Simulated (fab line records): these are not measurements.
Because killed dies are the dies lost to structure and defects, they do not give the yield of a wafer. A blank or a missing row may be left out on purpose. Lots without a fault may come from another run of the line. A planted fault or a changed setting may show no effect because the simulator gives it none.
fab line records	flow gf180mcu
record: lots: 7	wafers: 21	last_day: 34
route steps=602 shown V2@387
lots with no fault: from the same line, run without faults
start_h: start of the lot's first displayed wafer, in hours after the record's first day	wait_h: time in hours since the lot's previous step	" unchanged from the row above	L1.1+2: a single row standing in for several wafers	- no value present, or no start provided	* or withheld: withheld	< > ~ a bound
route shown NAME@n: names a module that has steps shown in the file, with the first one's number in the route	usual: the fault-free wafers' mean and standard deviation	same: alike in all rows	chamber/n: place in a boat	sites: the reading at each site	_std_site: how widely they spread, as a standard deviation	_edge_site: the outer-site mean with the inner-site mean subtracted	radius_mm: how far each site lies from the wafer's centre	mask NAME#n: copy n	behind: tool/chamber where the wafer was last shaped	hold: why the lot went on hold/how many hours it stayed there/how the hold came to an end	device: the n, p or np transistor that did not switch	end of line: at the end of the route, the tests of the same wafers	a step with no rows: only its recipe	killed: dies lost to structure and defects at the first sort, not the wafer's yield	map: the dies of a wafer, with x for killed, . for not killed, _ for no die there
set.NAME: the setting that was run; set.NAME@STEP: the one run at that earlier step	model.NAME: the simulator's own value behind a step, which no gauge read
lots at some steps of the route; a table a step, a row a wafer
services: when a tool's chamber went out of use (start_h, in hours from the record's first day, below 0 if earlier), for how many hours, and the reason
== steps ==
step: GF_V2_BOW_MEAS_05
recipe: mode: bow
usual: V2_BOW: 98/7.8
lot.wafer	tool	chamber	start_h	wait_h	V2_BOW[um]
L190.1	film_metro-01	-	436.23	0.2	113
L190.2	"	-	"	"	111
L190.3	"	-	"	"	101
L196.2	film_metro-01	-	523.80	0.2	102
L196.3	"	-	"	"	88
L196.5	"	-	"	"	98
L199.1	film_metro-03	-	541.48	0.1	97
L199.3	"	-	"	"	89
L199.5	"	-	"	"	92
L200.1	film_metro-01	-	544.32	0.2	82
L200.2	"	-	"	"	82
L200.6	"	-	"	"	95
L201.2	film_metro-01	-	551.76	0.1	105
L201.3	"	-	"	"	99
L201.6	"	-	"	"	106
L209.1	film_metro-01	-	609.78	0.2	84
L209.3	"	-	"	"	83
L209.6	"	-	"	"	88
L210.2	film_metro-03	-	610.50	0.1	99
L210.3	"	-	"	"	96
L210.5	"	-	"	"	88
step: GF_V2_DEHYDRATE_06
recipe: temp_c: 200	time_s: 60
step: GF_V2_HMDS_07
recipe: prime_time_s: 60	prime_temp_c: 120
step: GF_V2_COAT_08
recipe: resist: BARC	temp_c: withheld	time_s: withheld	spin_rpm: withheld	resist_thk_nm: withheld
step: GF_V2_COAT_09
recipe: resist: KrF	spin_rpm: withheld	resist_thk_nm: 1000
step: GF_V2_SOFTBAKE_10
recipe: temp_c: 130	time_s: 60	resist: KrF
step: GF_V2_EXPOSE_11
recipe: mask_id: Via2	target_cd_nm: 260	na: 0.68	source_shape: conventional	sigma_outer: 0.6	dose_mj: 38
step: GF_V2_PEB_12
recipe: peb_temp_c: 135	peb_time_s: 90	resist: KrF
step: GF_V2_DEVELOP_13
recipe: develop_time_s: 60	resist: KrF	dev_temp_c: 21
step: GF_V2_CD_MEAS_14
recipe: target_cd_nm: 260
usual: cd_nm: 259.9/1.1
lot.wafer	tool	chamber	start_h	wait_h	cd_nm
L190.1	cd_sem-01	-	460.50	0.1	259.6
L190.2	"	-	"	"	258.7
L190.3	"	-	"	"	259.8
L196.2	cd_sem-02	-	546.57	0.1	259.9
L196.3	"	-	"	"	259.9
L196.5	"	-	"	"	258.6
L199.1	cd_sem-02	-	564.24	0.1	259.3
L199.3	"	-	"	"	259.4
L199.5	"	-	"	"	259.2
L200.1	cd_sem-02	-	566.65	0.1	260.1
L200.2	"	-	"	"	260.3
L200.6	"	-	"	"	258.6
L201.2	cd_sem-02	-	573.97	0.1	259.0
L201.3	"	-	"	"	259.5
L201.6	"	-	"	"	259.4
L209.1	cd_sem-01	-	630.14	0.1	261.1
L209.3	"	-	"	"	261.5
L209.6	"	-	"	"	259.5
L210.2	cd_sem-02	-	630.86	0.1	260.6
L210.3	"	-	"	"	259.5
L210.5	"	-	"	"	261.7
step: GF_V2_OVL_MEAS_15
usual: V2_OVL: -2/4.7
lot.wafer	tool	chamber	start_h	wait_h	V2_OVL[nm]
L190.1	overlay-02	-	460.62	0.1	3
L190.2	"	-	"	"	-1
L190.3	"	-	"	"	-5
L196.2	overlay-01	-	546.68	0.1	5
L196.3	"	-	"	"	6
L196.5	"	-	"	"	4
L199.1	overlay-02	-	564.36	0.1	-2
L199.3	"	-	"	"	-1
L199.5	"	-	"	"	-2
L200.1	overlay-02	-	566.77	0.1	-2
L200.2	"	-	"	"	3
L200.6	"	-	"	"	3
L201.2	overlay-01	-	574.08	0.1	1
L201.3	"	-	"	"	-2
L201.6	"	-	"	"	5
L209.1	overlay-01	-	630.26	0.1	-10
L209.3	"	-	"	"	-5
L209.6	"	-	"	"	-9
L210.2	overlay-02	-	630.97	0.1	-3
L210.3	"	-	"	"	-2
L210.5	"	-	"	"	-7
step: GF_V2_ETCH_16
recipe: chemistry: N2/H2	target_depth_a: withheld	overetch_a: withheld	time_s: withheld	target: BARC	ion_energy_ev: 200	source_w: 500	bias_w: 100	pressure_mtorr: 30	n2_flow_sccm: 100	h2_flow_sccm: 200
usual: bias_w: 100.0/0.3	chamber_pressure_mTorr: 30.003/0.026	drypump_motor_current_A: 5.9/0.39	n2_flow_sccm: 100.0/0.3	oes_product_au: 0.855/0.0044	throttle_valve_pct: 13.223/0.0095
lot.wafer	tool	chamber	start_h	wait_h	bias_w	chamber_pressure_mTorr	drypump_motor_current_A	n2_flow_sccm	oes_product_au	throttle_valve_pct
L190.1	rie_diel-04	3	460.65	0.0	99.9	29.992	6.2	99.7	0.856	13.221
L190.2	"	1	"	"	99.7	30.026	6.1	99.9	0.860	13.209
L190.3	"	0	"	"	100.4	29.971	5.4	100.1	0.860	13.226
L196.2	rie_diel-01	2	546.71	0.0	100.1	30.010	5.8	99.9	0.859	13.226
L196.3	"	1	"	"	99.6	29.995	6.0	100.0	0.860	13.223
L196.5	"	0	"	"	99.7	30.057	6.0	100.2	0.855	13.222
L199.1	rie_diel-04	1	564.40	0.0	99.7	29.935	6.1	99.8	0.853	13.225
L199.3	"	3	"	"	99.8	30.020	6.2	100.2	0.860	13.208
L199.5	"	1	"	"	99.9	30.001	6.1	100.1	0.859	13.227
L200.1	rie_diel-02	1	566.81	0.0	99.8	30.005	6.4	99.8	0.851	13.214
L200.2	"	3	"	"	100.2	30.028	5.2	99.7	0.859	13.214
L200.6	"	2	"	"	100.0	30.006	5.7	100.1	0.855	13.215
L201.2	rie_diel-02	2	574.11	0.0	100.6	30.029	5.7	99.7	0.847	13.222
L201.3	"	1	"	"	100.1	30.005	6.4	99.9	0.854	13.215
L201.6	"	2	"	"	100.5	30.016	5.7	100.4	0.854	13.223
L209.1	rie_diel-01	0	630.30	0.0	100.0	29.999	6.0	99.4	0.855	13.212
L209.3	"	3	"	"	99.6	30.009	6.0	99.8	0.849	13.231
L209.6	"	2	"	"	100.2	29.967	5.8	100.0	0.856	13.222
L210.2	rie_diel-04	2	631.00	0.0	100.3	29.990	5.2	100.6	0.857	13.236
L210.3	"	1	"	"	100.3	30.028	6.1	100.0	0.857	13.228
L210.5	"	0	"	"	100.3	30.009	5.4	100.1	0.851	13.232
step: GF_V2_ETCH_17
recipe: chemistry: C4F8/O2/Ar	mask_material: KrF	target: SiO2	stop_on: TiN	source_w: 1500	bias_w: 1200	pressure_mtorr: 40	c4f8_flow_sccm: withheld	O2_flow_sccm: 6	Ar_flow_sccm: 300	time_s: withheld	target_depth_a: 6300
usual: bias_w: 1200/3.1	chamber_pressure_mTorr: 40.00/0.042	oes_product_au: 0.857/0.0049
lot.wafer	tool	chamber	start_h	wait_h	bias_w	chamber_pressure_mTorr	oes_product_au
L190.1	rie_diel-04	3	460	-	1195	40.04	0.854
L190.2	"	1	"	"	1197	39.97	0.859
L190.3	"	0	"	"	1199	40.04	0.856
L196.2	rie_diel-01	2	546	-	1199	40.01	0.851
L196.3	"	1	"	"	1198	39.99	0.857
L196.5	"	0	"	"	1198	40.00	0.859
L199.1	rie_diel-04	1	564	-	-	-	-
L199.3	"	3	"	"	-	-	-
L199.5	"	1	"	"	-	-	-
L200.1	rie_diel-02	1	566	-	-	-	-
L200.2	"	3	"	"	-	-	-
L200.6	"	2	"	"	-	-	-
L201.2	rie_diel-02	2	574	-	-	-	-
L201.3	"	1	"	"	-	-	-
L201.6	"	2	"	"	-	-	-
L209.1	rie_diel-01	0	630	-	1200	39.93	0.858
L209.3	"	3	"	"	1200	40.00	0.851
L209.6	"	2	"	"	1199	39.97	0.855
L210.2	rie_diel-04	2	631	-	1202	39.96	0.860
L210.3	"	1	"	"	1196	39.92	0.854
L210.5	"	0	"	"	1202	39.97	0.860
step: GF_V2_STRIP_18
recipe: chemistry: O2/N2	power_w: 1400	pressure_mtorr: 1500	platen_temp_c: 250	o2_flow_sccm: 3000	n2_flow_sccm: 300	overash_fraction: 0.5
usual: drypump_motor_current_A: 5.6/0.33	heater_power_w: 324/23	n2_flow_sccm: 300.0/0.91	oes_product_au: 0.593/0.0048
lot.wafer	tool	chamber	start_h	wait_h	drypump_motor_current_A	heater_power_w	n2_flow_sccm	oes_product_au	rf_hours_counter_h
L190.1	plasma_asher-03	1	460.78	-	5.8	318	300.2	0.594	42
L190.2	"	0	"	"	5.9	348	298.7	0.592	42
L190.3	"	1	"	"	5.8	329	300.0	0.596	-
L196.2	plasma_asher-01	0	546.84	-	5.6	294	300.2	0.595	64
L196.3	"	1	"	"	6.1	369	301.3	0.591	-
L196.5	"	0	"	"	5.6	300	301.3	0.598	-
L199.1	plasma_asher-04	0	564.53	-	5.1	316	299.6	0.668	92
L199.3	"	1	"	"	5.2	303	300.0	0.671	-
L199.5	"	1	"	"	5.2	301	300.3	0.669	-
L200.1	plasma_asher-03	0	566.94	-	5.9	347	299.2	0.665	55
L200.2	"	1	"	"	5.8	323	300.6	0.662	55
L200.6	"	1	"	"	5.8	328	299.6	0.663	-
L201.2	plasma_asher-04	0	574.24	-	5.2	304	299.4	0.661	93
L201.3	"	0	"	"	5.2	307	299.6	0.669	-
L201.6	"	1	"	"	5.2	300	299.6	0.669	-
L209.1	plasma_asher-03	0	630.43	-	5.9	346	298.2	0.589	62
L209.3	"	0	"	"	5.9	346	298.9	0.596	-
L209.6	"	0	"	"	5.9	350	299.4	0.597	-
L210.2	plasma_asher-03	0	631.13	-	5.9	340	300.2	0.603	62
L210.3	"	0	"	"	5.9	351	300.8	0.593	-
L210.5	"	0	"	"	5.9	345	300.5	0.592	-
step: GF_V2_STRIP_19
recipe: chemistry: post_etch_residue_remover	time_s: 1200	temp_c: 72.5
== services ==
tool	chamber	start_h	hours	kind
plasma_asher-03	-	440.73	2.4	repair
rie_diel-01	-	445.10	15.6	pm
rie_diel-01	3	460.70	-	clean
rie_diel-01	3	460.70	19.6	scheduled_down
rie_diel-01	3	460.70	19.6	vent_cycle
rie_diel-01	2	467.43	7.8	repair
rie_diel-04	2	467.56	-	clean
rie_diel-04	2	467.56	32.0	scheduled_down
rie_diel-04	2	467.56	32.0	vent_cycle
rie_diel-01	1	467.82	1.2	repair
rie_diel-02	1	467.93	3.2	repair
rie_diel-04	-	485.99	0.1	repair
rie_diel-02	3	492.78	1.9	repair
rie_diel-01	0	494.27	4.1	repair
plasma_asher-01	-	508.93	2.8	repair
rie_diel-02	-	545.08	0.6	repair
rie_diel-01	3	558.17	1.8	repair
rie_diel-02	-	586.09	0.2	repair
plasma_asher-01	-	612.25	14.6	pm
rie_diel-04	3	614.69	8.5	repair
rie_diel-04	3	623.23	-	clean
rie_diel-04	3	623.23	26.4	scheduled_down
rie_diel-04	3	623.23	26.4	vent_cycle
plasma_asher-01	-	630.34	2.8	pm
== key ==
first_sign: step: GF_V2_ETCH_17	reading: tool_record	direction: missing
effect: step: GF_V2_STRIP_18	reading: oes_product_au	direction: up	sigmas: 15	usual: 0.593	struck: 0.667
met_at GF_V2_ETCH_17
struck_wafers L199.1,L199.3,L199.5,L200.1,L200.2,L200.6,L201.2,L201.3,L201.6
later_rows_left_out L199.1,L199.3,L199.5,L200.1,L200.2,L200.6,L201.2,L201.3,L201.6
sort_left_out L199.1,L199.3,L199.5,L200.1,L200.2,L200.6,L201.2,L201.3,L201.6
onset_between 460 564
fault: kind: skipped_step_whole	tool: rie_diel-02,rie_diel-04	chamber: -	onset_h: 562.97	steps: GF_V2_ETCH_17	scope: struck_lots_only
sort_left_out: the simulated sort isn't trusted on such a fault, so these wafers' sort isn't shown, and their yield isn't known
later_rows_left_out: the simulator's readings of these wafers behind a module that went badly wrong aren't trusted and aren't shown, but for the sort
